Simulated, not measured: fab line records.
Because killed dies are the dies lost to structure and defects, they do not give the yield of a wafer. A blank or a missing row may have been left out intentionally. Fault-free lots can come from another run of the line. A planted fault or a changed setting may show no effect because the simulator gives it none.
fab line records | flow sky130
record lots=13 wafers=39 lastDay=50
route steps=708 shown VIA3@586 METAL4@629 METAL5@665 PAD_OPEN@708
lots that met no fault: from a run of the same line without faults
startH: the number of hours between the record's first day and the start of the first shown wafer of the lot | waitH: hours from the lot's prior step to this one | " repeats the value in the row above | L1.1+2: one row covering several wafers at once | - no value, or no start given | * or withheld: withheld | < > ~ a bound
route shown NAME@n: a module of which the file shows steps, and the number in the route of the first | usual: mean/standard deviation of fault-free wafers | same: alike in all rows | chamber/n: place in a boat | sites: the reading at each site | _std_site: the standard deviation of these | _edge_site: outer sites' mean less inner sites' | radiusMm: how far each site lies from the wafer's centre | mask NAME#n: copy n | behind: the last tool/chamber to shape the wafer | hold: why the lot was held/for how many hours/how that ended | device: whichever transistor did not switch (one of n, p or np) | end of line: the same wafers' tests at the end of the route | a step without rows: its recipe alone | killed: dies lost to structure and defects at the first sort, not the wafer's yield | map: per-die view of a wafer (x killed, . not killed, _ where there is no die)
set.NAME: the setting as run; set.NAME@STEP: as run at that earlier step | model.NAME: the simulator's own value behind a step, which no gauge read
one table for each step of the route and one row for each wafer, over a sample of lots
services: when a tool's chamber went out of use (startH, in hours from the record's first day, below 0 if earlier), for how many hours, and the reason
## steps
# step SKY_VIA3_OVL_MEAS_13
# usual VIA3_OVL=-1/5
# columns lot.wafer tool chamber startH waitH VIA3_OVL[nm]
L647.1 overlay-02 - 930.35 0.1 3
L647.2 " - " " -3
L647.6 " - " " -2
L650.2 overlay-01 - 948.90 0.1 4
L650.4 " - " " 3
L650.5 " - " " -3
L652.1 overlay-01 - 953.43 0.1 -3
L652.2 " - " " 7
L652.3 " - " " -2
L653.1 overlay-01 - 960.90 0.1 -5
L653.4 " - " " 2
L653.6 " - " " -5
L654.2 overlay-02 - 980.45 0.1 -4
L654.4 " - " " -1
L654.5 " - " " -7
L658.1 overlay-01 - 995.95 0.1 -2
L658.3 " - " " 0
L658.6 " - " " -3
L659.1 overlay-01 - 1002.64 0.1 -3
L659.2 " - " " -2
L659.6 " - " " -8
L660.1 overlay-02 - 1013.33 0.1 2
L660.5 " - " " 5
L660.6 " - " " -3
L662.2 overlay-01 - 1025.73 0.1 7
L662.3 " - " " 2
L662.5 " - " " 4
L663.4 overlay-02 - 1045.46 0.1 -1
L663.5 " - " " -4
L663.6 " - " " 3
L664.2 overlay-02 - 1046.25 0.1 -2
L664.3 " - " " -3
L664.6 " - " " -9
L667.1 overlay-01 - 1054.43 0.1 -5
L667.3 " - " " -7
L667.6 " - " " -7
L670.3 overlay-02 - 1084.36 0.1 7
L670.4 " - " " 4
L670.5 " - " " 4
# step SKY_VIA3_CVD_21
# recipe material=W targetThkNm=390 timeS=117.31 tempC=400 pressureTorr=40
# usual heaterPowerW=869/100
# columns lot.wafer tool chamber startH waitH heaterPowerW
L647.1 cvdW-01 0 931.19 0.0 851
L647.2 " 1 " " 1005
L647.6 " 0 " " 827
L650.2 cvdW-01 1 949.69 0.0 983
L650.4 " 1 " " 998
L650.5 " 1 " " 972
L652.1 cvdW-01 0 954.23 0.0 826
L652.2 " 1 " " 980
L652.3 " 0 " " 840
L653.1 cvdW-01 1 961.69 0.0 968
L653.4 " 1 " " 987
L653.6 " 0 " " 827
L654.2 cvdW-01 0 981.26 0.0 819
L654.4 " 1 " " 950
L654.5 " 0 " " 842
L658.1 cvdW-02 0 996.74 0.0 697
L658.3 " 0 " " 680
L658.6 " 0 " " 710
L659.1 cvdW-02 1 1003.43 0.0 907
L659.2 " 0 " " 712
L659.6 " 0 " " 711
L660.1 cvdW-01 0 1014.12 0.0 838
L660.5 " 0 " " 828
L660.6 " 1 " " 990
L662.2 cvdW-01 1 1026.56 0.0 990
L662.3 " 0 " " 853
L662.5 " 1 " " 946
L663.4 cvdW-01 0 1046.28 0.1 835
L663.5 " 1 " " 972
L663.6 " 0 " " 838
L664.2 cvdW-02 1 1047.03 0.0 923
L664.3 " 1 " " 899
L664.6 " 1 " " 918
L667.1 cvdW-02 1 1055.22 0.0 923
L667.3 " 1 " " 908
L667.6 " 1 " " 926
L670.3 cvdW-01 0 1085.22 0.1 799
L670.4 " 1 " " 981
L670.5 " 0 " " 847
# step SKY_METAL4_CD_MEAS_13
# recipe targetCdNm=300
# usual cdNm=300.2/1.7
# columns lot.wafer tool chamber startH waitH cdNm
L647.1 cdSem-01 - 981.41 - 299.2
L647.2 " - " " 299.3
L647.6 " - " " 299.5
L650.2 cdSem-02 - 999.14 - 302.5
L650.4 " - " " 300.8
L650.5 " - " " 300.5
L652.1 cdSem-01 - 1003.16 - 300.9
L652.2 " - " " 300.6
L652.3 " - " " 300.6
L653.1 cdSem-01 - 1011.16 - 299.1
L653.4 " - " " 299.5
L653.6 " - " " 299.1
L654.2 cdSem-01 - 1029.29 - 301.7
L654.4 " - " " 301.8
L654.5 " - " " 301.3
L658.1 cdSem-02 - 1043.82 - 299.0
L658.3 " - " " 299.7
L658.6 " - " " 302.2
L659.1 cdSem-01 - 1050.77 - 302.2
L659.2 " - " " 302.6
L659.6 " - " " 302.9
L660.1 cdSem-02 - 1059.56 - 303.3
L660.5 " - " " 303.7
L660.6 " - " " 301.0
L662.2 cdSem-02 - 1071.54 - 298.4
L662.3 " - " " 297.9
L662.5 " - " " 299.0
L664.2 cdSem-02 - 1090.78 - 300.4
L664.3 " - " " 300.3
L664.6 " - " " 300.5
L663.4 cdSem-02 - 1091.23 - 302.2
L663.5 " - " " 302.0
L663.6 " - " " 302.0
L667.1 cdSem-01 - 1098.36 - 300.2
L667.3 " - " " 301.2
L667.6 " - " " 301.1
L670.3 cdSem-01 - 1126.40 - 299.7
L670.4 " - " " 298.4
L670.5 " - " " 299.6
# step SKY_METAL5_SPUTTER_04
# recipe material=TiN targetThkNm=70 powerW=6500 timeS=58.3 chamberPressurePa=0.4
# usual cathodeDcPowerW=6500.0/1.2 throttleValvePct=30.3/1.2
# columns lot.wafer tool chamber startH waitH cathodeDcPowerW throttleValvePct
L647.1 pvdSputter-04 - 1007.62 0.0 6498.4 29.2
L647.2 " - " " 6498.0 31.2
L647.6 " - " " 6500.6 29.1
L650.2 pvdSputter-01 - 1025.83 0.0 6499.6 29.6
L650.4 " - " " 6500.5 32.5
L650.5 " - " " 6498.6 32.8
L652.1 pvdSputter-04 - 1029.43 0.0 6498.4 29.1
L652.2 " - " " 6500.0 30.9
L652.3 " - " " 6498.7 30.9
L653.1 pvdSputter-04 - 1037.26 0.0 6499.1 29.2
L653.4 " - " " 6499.4 29.3
L653.6 " - " " 6499.6 31.1
L654.2 pvdSputter-02 - 1054.26 0.0 6497.9 30.2
L654.4 " - " " 6497.6 29.4
L654.5 " - " " 6499.7 29.6
L658.1 pvdSputter-04 - 1067.87 0.0 6501.1 31.2
L658.3 " - " " 6500.7 29.2
L658.6 " - " " 6500.9 29.0
L659.1 pvdSputter-02 - 1074.50 0.0 6498.7 29.8
L659.2 " - " " 6501.4 28.6
L659.6 " - " " 6500.3 30.3
L660.1 pvdSputter-01 - 1084.03 0.0 6500.2 29.3
L660.5 " - " " 6499.7 29.6
L660.6 " - " " 6500.1 29.2
L662.2 pvdSputter-02 - 1094.96 0.0 6499.2 32.1
L662.3 " - " " 6501.1 29.4
L662.5 " - " " 6499.3 32.3
L664.2 pvdSputter-02 - 1113.35 0.0 6500.2 32.3
L664.3 " - " " 6499.2 29.5
L664.6 " - " " 6499.0 29.1
L663.4 pvdSputter-04 - 1114.84 0.0 6499.7 28.9
L663.5 " - " " 6500.8 31.3
L663.6 " - " " 6502.8 30.5
L667.1 pvdSputter-01 - 1120.94 0.0 7342.9 29.7
L667.3 " - " " 7343.2 32.6
L667.6 " - " " 7342.1 29.8
L670.3 pvdSputter-01 - 1147.82 0.0 7343.0 32.2
L670.4 " - " " 7343.2 29.8
L670.5 " - " " 7343.4 32.3
# step SKY_PAD_OPEN_PROBE_99
# usual defectLimitedYield=82.6/2 killed_at_M0_to_M3=43/7.1 killed_at_M4_up=3.0/1.9 killedAtContacts=24/5 killedAtFrontEnd=15/4.3 killedAtOther=0.3/0.5 killedDies=85/9.6 killedOpen=46/7.1 killedShort=39/6.8 sort_bin_3_pad_short=0.9/0.42 sort_bin_5_function=10.2/1.4 sort_bin_6_memory=6.3/1.2 sortNPass=407/9.6 sortYieldPct=82.6/2
# same grossDies=492 killedAtBackSide=0 sort_bin_4_leakage[%]=0 sort_bin_8_speed[%]=0
# columns lot.wafer tool chamber startH waitH defectLimitedYield[%] killed_at_M0_to_M3 killed_at_M4_up killedAtContacts killedAtFrontEnd killedAtOther killedDies killedOpen killedShort sort_bin_3_pad_short[%] sort_bin_5_function[%] sort_bin_6_memory[%] sortNPass sortYieldPct[%]
L647.1 prober-02 - 1076.81 0.1 78.0 63 5 27 12 1 108 57 51 1.6 10.8 9.6 384 78.0
L647.2 prober-02 - 1076.86 0.1 83.3 41 3 24 14 0 82 44 38 0.4 8.3 7.9 410 83.3
L647.6 prober-02 - 1077.06 0.2 81.9 42 3 31 13 0 89 56 33 0.6 10.4 7.1 403 81.9
L650.2 prober-02 - 1094.72 0.1 81.1 49 3 30 11 0 93 52 41 0.4 9.8 8.7 399 81.1
L650.4 prober-02 - 1094.82 0.2 84.1 38 1 27 11 1 78 38 40 0.8 10.0 5.1 414 84.1
L650.5 prober-02 - 1094.87 0.2 85.6 35 2 24 10 0 71 44 27 0.4 9.1 4.9 421 85.6
L652.1 prober-01 - 1096.28 0.1 85.8 30 1 21 18 0 70 37 33 0.2 9.3 4.7 422 85.8
L652.2 prober-01 - 1096.33 0.1 83.3 36 7 23 16 0 82 30 52 0.8 11.0 4.9 410 83.3
L652.3 prober-01 - 1096.38 0.2 79.9 50 6 23 20 0 99 43 56 0.6 11.0 8.5 393 79.9
L653.1 prober-02 - 1104.11 0.1 85.0 39 2 18 15 0 74 45 29 1.2 8.5 5.3 418 85.0
L653.4 prober-02 - 1104.26 0.2 85.8 28 0 32 10 0 70 33 37 0.6 8.9 4.7 422 85.8
L653.6 prober-02 - 1104.36 0.2 82.3 35 3 31 18 0 87 52 35 1.2 11.8 4.7 405 82.3
L654.2 prober-01 - 1119.37 0.1 79.7 44 3 28 25 0 100 63 37 0.6 12.2 7.5 392 79.7
L654.4 prober-01 - 1119.47 0.2 82.3 45 5 26 11 0 87 38 49 0.6 10.8 6.3 405 82.3
L654.5 prober-01 - 1119.52 0.2 80.5 51 2 21 22 0 96 50 46 1.0 12.2 6.3 396 80.5
L658.1 prober-01 - 1131.06 0.1 83.1 38 1 31 13 0 83 52 31 0.8 10.0 6.1 409 83.1
L658.3 prober-01 - 1131.16 0.2 82.7 39 3 25 18 0 85 44 41 0.8 10.6 5.9 407 82.7
L658.6 prober-01 - 1131.31 0.2 83.1 40 4 24 15 0 83 49 34 0.2 10.2 6.5 409 83.1
L659.1 prober-02 - 1137.47 0.1 85.0 36 3 16 19 0 74 41 33 0.6 10.2 4.3 418 85.0
L659.2 prober-02 - 1137.52 0.1 83.1 43 0 25 14 1 83 42 41 0.8 11.2 4.9 409 83.1
L659.6 prober-02 - 1137.72 0.2 78.0 54 4 31 19 0 108 61 47 1.2 13.8 6.9 384 78.0
L660.1 prober-01 - 1144.98 0.1 82.9 37 2 26 19 0 84 43 41 1.0 11.0 5.1 408 82.9
L660.5 prober-01 - 1145.18 0.2 81.7 49 3 25 13 0 90 48 42 1.8 10.4 6.1 402 81.7
L660.6 prober-01 - 1145.23 0.2 77.4 61 2 33 13 2 111 59 52 1.0 12.6 8.9 381 77.4
L662.2 prober-02 - 1154.73 0.1 81.3 44 2 28 18 0 92 42 50 0.8 11.4 6.5 400 81.3
L662.3 prober-02 - 1154.78 0.2 84.1 40 1 21 16 0 78 39 39 1.0 10.2 4.7 414 84.1
L662.5 prober-02 - 1154.88 0.2 82.5 38 1 35 12 0 86 51 35 1.2 10.0 6.3 406 82.5
L664.2 prober-01 - 1170.95 0.1 83.3 46 4 21 11 0 82 48 34 0.6 10.4 5.7 410 83.3
L664.3 prober-01 - 1171.00 0.2 86.6 27 4 23 12 0 66 32 34 0.8 6.5 6.1 426 86.6
L664.6 prober-01 - 1171.15 0.2 84.3 38 3 25 11 0 77 43 34 0.6 7.9 7.1 415 84.3
L663.4 prober-01 - 1172.64 0.2 85.2 40 1 21 11 0 73 48 25 0.2 7.7 6.9 419 85.2
L663.5 prober-01 - 1172.69 0.2 82.5 43 4 27 12 0 86 48 38 1.2 10.6 5.7 406 82.5
L663.6 prober-01 - 1172.74 0.2 84.6 31 3 27 15 0 76 36 40 0.8 9.6 5.1 416 84.6
L667.1 prober-01 - 1177.24 0.1 84.3 36 3 18 19 1 77 41 36 0.4 9.6 5.7 415 84.3
L667.3 prober-01 - 1177.34 0.2 82.1 51 1 17 19 0 88 43 45 0.4 11.6 5.9 404 82.1
L667.6 prober-01 - 1177.49 0.2 81.9 53 4 23 8 1 89 46 43 0.6 12.0 5.5 403 81.9
L670.3 prober-02 - 1198.83 0.2 84.8 39 2 23 11 0 75 40 35 0.8 8.7 5.7 417 84.8
L670.4 prober-02 - 1198.88 0.2 78.7 51 1 29 23 1 105 53 52 1.8 13.4 6.1 387 78.7
L670.5 prober-02 - 1198.93 0.2 80.9 45 5 26 17 1 94 44 50 1.0 11.0 7.1 398 80.9
# killed by level:class
L647.1 VIA1:geometricParticle:open=18 CONTACT:geometricParticle:open=10 VIA3:geometricParticle:open=9 CONTACT:geometricParticle:short=8 VIA1:geometricParticle:short=8 LI_CONTACT:geometricParticle:open=7 METAL1:geometricParticle:short=7 VIA2:geometricParticle:open=7
L647.2 VIA3:geometricParticle:open=9 METAL2:geometricParticle:short=8 LI_CONTACT:geometricParticle:open=8 VIA1:geometricParticle:open=7 CONTACT:geometricParticle:open=6 CONTACT:geometricParticle:short=6 POLY_GATE:geometricParticle:short=5 VIA2:geometricParticle:open=4
L647.6 CONTACT:geometricParticle:open=15 VIA1:geometricParticle:open=10 LI_CONTACT:geometricParticle:open=6 METAL2:geometricParticle:short=6 VIA3:geometricParticle:open=6 FIELD_ISO:geometricParticle:open=5 CONTACT:geometricParticle:short=5 POLY_GATE:geometricParticle:open=4
L650.2 VIA1:geometricParticle:open=13 LI_CONTACT:geometricParticle:open=12 VIA2:geometricParticle:open=9 CONTACT:geometricParticle:open=7 VIA1:geometricParticle:short=7 LOCAL_INTERCONNECT:geometricParticle:short=6 FIELD_ISO:geometricParticle:short=5 METAL1:geometricParticle:short=4
L650.4 VIA1:geometricParticle:open=10 LI_CONTACT:geometricParticle:open=7 CONTACT:geometricParticle:open=7 LI_CONTACT:geometricParticle:short=5 VIA3:geometricParticle:short=5 METAL1:geometricParticle:short=4 LOCAL_INTERCONNECT:geometricParticle:short=4 VIA2:geometricParticle:open=4
L650.5 CONTACT:geometricParticle:open=11 VIA1:geometricParticle:open=8 VIA3:geometricParticle:open=4 LI_CONTACT:geometricParticle:open=4 LOCAL_INTERCONNECT:geometricParticle:short=4 METAL1:geometricParticle:short=4 VIA2:geometricParticle:open=4 METAL3:geometricParticle:short=4
L652.1 VIA1:geometricParticle:open=9 LI_CONTACT:geometricParticle:open=6 LOCAL_INTERCONNECT:geometricParticle:short=6 VIA3:geometricParticle:short=6 FIELD_ISO:geometricParticle:open=4 POLY_GATE:geometricParticle:short=4 CONTACT:geometricParticle:open=4 POLY_GATE:geometricParticle:open=3
L652.2 VIA1:geometricParticle:short=8 LOCAL_INTERCONNECT:geometricParticle:short=7 CONTACT:geometricParticle:short=7 FIELD_ISO:geometricParticle:open=6 LI_CONTACT:geometricParticle:open=6 VIA1:geometricParticle:open=6 METAL4:geometricParticle:short=6 POLY_GATE:geometricParticle:short=5
L652.3 METAL2:geometricParticle:short=9 VIA2:geometricParticle:open=9 FIELD_ISO:geometricParticle:open=7 LI_CONTACT:geometricParticle:short=7 METAL1:geometricParticle:short=6 FIELD_ISO:geometricParticle:short=5 LI_CONTACT:geometricParticle:open=5 VIA3:geometricParticle:open=5
L653.1 VIA2:geometricParticle:open=8 LI_CONTACT:geometricParticle:open=7 CONTACT:geometricParticle:open=7 VIA1:geometricParticle:open=7 POLY_GATE:geometricParticle:open=5 VIA1:geometricParticle:short=5 METAL1:geometricParticle:short=5 VIA3:geometricParticle:open=5
L653.4 CONTACT:geometricParticle:open=11 CONTACT:geometricParticle:short=8 LI_CONTACT:geometricParticle:open=7 METAL1:geometricParticle:short=6 VIA1:geometricParticle:short=5 LOCAL_INTERCONNECT:geometricParticle:short=4 VIA3:geometricParticle:open=4 VIA3:geometricParticle:short=4
L653.6 CONTACT:geometricParticle:open=13 VIA1:geometricParticle:open=9 LI_CONTACT:geometricParticle:open=9 METAL2:geometricParticle:short=7 SPACER:geometricParticle:open=6 VIA1:geometricParticle:short=5 POLY_GATE:geometricParticle:short=4 CONTACT:geometricParticle:short=4
L654.2 CONTACT:geometricParticle:open=13 VIA2:geometricParticle:open=9 VIA1:geometricParticle:open=9 POLY_GATE:geometricParticle:open=8 FIELD_ISO:geometricParticle:open=6 LI_CONTACT:geometricParticle:open=6 METAL2:geometricParticle:short=6 POLY_GATE:geometricParticle:short=5
L654.4 CONTACT:geometricParticle:open=9 METAL1:geometricParticle:short=8 VIA3:geometricParticle:open=8 VIA1:geometricParticle:open=7 LOCAL_INTERCONNECT:geometricParticle:short=6 VIA2:geometricParticle:open=5 FIELD_ISO:geometricParticle:short=4 POLY_GATE:geometricParticle:short=4
L654.5 LI_CONTACT:geometricParticle:open=10 VIA1:geometricParticle:open=9 VIA2:geometricParticle:open=9 METAL1:geometricParticle:short=8 FIELD_ISO:geometricParticle:open=6 METAL2:geometricParticle:short=6 LOCAL_INTERCONNECT:geometricParticle:short=6 FIELD_ISO:geometricParticle:short=5
L658.1 LI_CONTACT:geometricParticle:open=12 CONTACT:geometricParticle:open=11 VIA3:geometricParticle:open=8 METAL1:geometricParticle:short=7 VIA1:geometricParticle:open=7 METAL2:geometricParticle:short=5 POLY_GATE:geometricParticle:open=4 POLY_GATE:geometricParticle:short=4
L658.3 VIA3:geometricParticle:open=11 LI_CONTACT:geometricParticle:open=7 CONTACT:geometricParticle:open=7 LOCAL_INTERCONNECT:geometricParticle:short=6 VIA1:geometricParticle:open=6 METAL1:geometricParticle:short=5 POLY_GATE:geometricParticle:short=5 FIELD_ISO:geometricParticle:open=4
L658.6 VIA3:geometricParticle:open=11 CONTACT:geometricParticle:open=9 VIA2:geometricParticle:open=8 VIA1:geometricParticle:open=6 LOCAL_INTERCONNECT:geometricParticle:short=5 LI_CONTACT:geometricParticle:open=4 CONTACT:geometricParticle:short=4 METAL1:geometricParticle:short=4
L659.1 VIA1:geometricParticle:open=14 CONTACT:geometricParticle:open=7 METAL2:geometricParticle:short=6 FIELD_ISO:geometricParticle:short=5 POLY_GATE:geometricParticle:short=5 LOCAL_INTERCONNECT:geometricParticle:short=5 VIA3:geometricParticle:open=5 FIELD_ISO:geometricParticle:open=3
L659.2 VIA1:geometricParticle:open=10 CONTACT:geometricParticle:open=8 METAL2:geometricParticle:short=8 FIELD_ISO:geometricParticle:short=6 LOCAL_INTERCONNECT:geometricParticle:short=5 METAL1:geometricParticle:short=5 FIELD_ISO:geometricParticle:open=4 CONTACT:geometricParticle:short=4
L659.6 CONTACT:geometricParticle:open=16 VIA2:geometricParticle:open=11 VIA3:geometricParticle:open=10 METAL1:geometricParticle:short=8 VIA1:geometricParticle:open=7 METAL2:geometricParticle:short=5 POLY_GATE:geometricParticle:short=4 LI_CONTACT:geometricParticle:open=4
L660.1 CONTACT:geometricParticle:open=8 VIA3:geometricParticle:open=8 CONTACT:geometricParticle:short=7 METAL2:geometricParticle:short=6 LI_CONTACT:geometricParticle:open=6 METAL1:geometricParticle:short=6 FIELD_ISO:geometricParticle:short=5 VIA2:geometricParticle:open=5
L660.5 METAL1:geometricParticle:short=11 LI_CONTACT:geometricParticle:open=9 CONTACT:geometricParticle:open=9 VIA1:geometricParticle:open=7 VIA3:geometricParticle:open=6 METAL2:geometricParticle:short=6 VIA3:geometricParticle:short=5 VIA2:geometricParticle:open=4
L660.6 VIA1:geometricParticle:open=20 CONTACT:geometricParticle:short=10 METAL1:geometricParticle:short=10 LI_CONTACT:geometricParticle:open=8 CONTACT:geometricParticle:open=8 VIA2:geometricParticle:open=6 METAL2:geometricParticle:short=6 VIA3:geometricParticle:open=6
L662.2 VIA1:geometricParticle:open=11 LI_CONTACT:geometricParticle:open=8 CONTACT:geometricParticle:open=8 METAL1:geometricParticle:short=8 FIELD_ISO:geometricParticle:short=6 CONTACT:geometricParticle:short=6 LOCAL_INTERCONNECT:geometricParticle:short=5 VIA1:geometricParticle:short=5
L662.3 VIA1:geometricParticle:open=10 LI_CONTACT:geometricParticle:open=9 VIA2:geometricParticle:open=8 CONTACT:geometricParticle:short=6 METAL1:geometricParticle:short=6 FIELD_ISO:geometricParticle:short=5 LOCAL_INTERCONNECT:geometricParticle:short=4 VIA2:geometricParticle:short=4
L662.5 CONTACT:geometricParticle:open=13 VIA1:geometricParticle:open=11 LI_CONTACT:geometricParticle:open=8 LOCAL_INTERCONNECT:geometricParticle:short=7 METAL1:geometricParticle:short=5 POLY_GATE:geometricParticle:short=5 VIA2:geometricParticle:open=5 VIA3:geometricParticle:open=4
L664.2 VIA1:geometricParticle:open=10 VIA3:geometricParticle:open=10 CONTACT:geometricParticle:open=9 METAL1:geometricParticle:short=9 VIA2:geometricParticle:open=6 LI_CONTACT:geometricParticle:open=4 CONTACT:geometricParticle:short=4 METAL2:geometricParticle:short=4
L664.3 LI_CONTACT:geometricParticle:open=7 CONTACT:geometricParticle:open=7 CONTACT:geometricParticle:short=5 VIA1:geometricParticle:short=5 VIA1:geometricParticle:open=5 FIELD_ISO:geometricParticle:short=4 METAL1:geometricParticle:short=4 VIA3:geometricParticle:open=4
L664.6 VIA1:geometricParticle:open=13 CONTACT:geometricParticle:open=9 VIA3:geometricParticle:open=7 LI_CONTACT:geometricParticle:open=6 METAL1:geometricParticle:short=6 CONTACT:geometricParticle:short=5 POLY_GATE:geometricParticle:open=4 POLY_GATE:geometricParticle:short=4
L663.4 VIA1:geometricParticle:open=10 CONTACT:geometricParticle:open=7 VIA3:geometricParticle:open=7 FIELD_ISO:geometricParticle:open=6 LI_CONTACT:geometricParticle:open=5 LOCAL_INTERCONNECT:geometricParticle:short=4 CONTACT:geometricParticle:short=4 METAL1:geometricParticle:open=4
L663.5 VIA2:geometricParticle:open=11 LI_CONTACT:geometricParticle:open=8 VIA1:geometricParticle:open=8 CONTACT:geometricParticle:open=7 METAL2:geometricParticle:short=6 CONTACT:geometricParticle:short=5 FIELD_ISO:geometricParticle:open=4 POLY_GATE:geometricParticle:short=4
L663.6 CONTACT:geometricParticle:open=11 METAL2:geometricParticle:short=6 LOCAL_INTERCONNECT:geometricParticle:short=5 VIA1:geometricParticle:open=5 FIELD_ISO:geometricParticle:open=4 LI_CONTACT:geometricParticle:open=4 CONTACT:geometricParticle:short=4 METAL1:geometricParticle:short=4
L667.1 VIA3:geometricParticle:open=8 LI_CONTACT:geometricParticle:open=7 CONTACT:geometricParticle:open=7 POLY_GATE:geometricParticle:short=6 POLY_GATE:geometricParticle:open=6 METAL1:geometricParticle:short=5 VIA1:geometricParticle:short=4 VIA1:geometricParticle:open=4
L667.3 VIA1:geometricParticle:open=8 METAL2:geometricParticle:short=8 VIA2:geometricParticle:open=8 CONTACT:geometricParticle:open=7 METAL1:geometricParticle:short=7 POLY_GATE:geometricParticle:short=5 POLY_GATE:geometricParticle:open=4 LI_CONTACT:geometricParticle:open=4
L667.6 VIA3:geometricParticle:open=11 VIA1:geometricParticle:open=10 METAL2:geometricParticle:short=8 LI_CONTACT:geometricParticle:open=6 CONTACT:geometricParticle:short=6 VIA1:geometricParticle:short=6 CONTACT:geometricParticle:open=5 VIA2:geometricParticle:open=5
L670.3 CONTACT:geometricParticle:open=11 METAL1:geometricParticle:short=10 VIA1:geometricParticle:open=6 LI_CONTACT:geometricParticle:open=5 VIA2:geometricParticle:open=5 CONTACT:geometricParticle:short=4 METAL2:geometricParticle:short=4 POLY_GATE:geometricParticle:open=3
L670.4 VIA2:geometricParticle:open=10 CONTACT:geometricParticle:short=9 LI_CONTACT:geometricParticle:open=9 VIA1:geometricParticle:open=9 FIELD_ISO:geometricParticle:short=8 CONTACT:geometricParticle:open=6 METAL1:geometricParticle:short=6 FIELD_ISO:geometricParticle:open=5
L670.5 VIA1:geometricParticle:open=11 CONTACT:geometricParticle:short=9 CONTACT:geometricParticle:open=8 METAL1:geometricParticle:short=8 VIA3:geometricParticle:open=7 POLY_GATE:geometricParticle:open=5 VIA2:geometricParticle:open=5 FIELD_ISO:geometricParticle:short=4
## services
# columns tool chamber startH hours kind
cvdW-01 0 918.00 - clean
cvdW-01 1 918.00 - clean
pvdSputter-01 - 918.32 6.4 repair
pvdSputter-04 - 920.92 6.0 repair
cvdW-02 - 942.81 6.9 pm
cvdW-02 - 983.13 0.5 repair
pvdSputter-01 - 1005.31 12.8 repair
cvdW-02 1 1027.36 10.2 repair
cvdW-01 - 1048.42 1.5 repair
pvdSputter-02 - 1071.34 1.6 repair
pvdSputter-04 - 1083.81 2.2 repair
cvdW-02 0 1097.62 9.0 repair
cvdW-02 - 1115.38 2.8 pm
cvdW-02 1 1128.38 20.2 repair
## key
firstSign step=SKY_METAL5_SPUTTER_04 reading=cathodeDcPowerW direction=up sigmas=99+ usual=6500.0 struck=7343.0
effect none on later readings
metAt SKY_METAL5_SPUTTER_04
struckLots L667,L670
notActingAt SKY_VIA3_OVL_MEAS_13,SKY_VIA3_CVD_21,SKY_METAL4_CD_MEAS_13
onsetBetween 1084.03 1120.94
fault kind=processParameterDrift tool=pvdSputter-01 chamber=- onsetH=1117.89 steps=SKY_METAL5_SPUTTER_04 channel=powerW offset=* shape=step endH=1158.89 actsIn=* stated=*
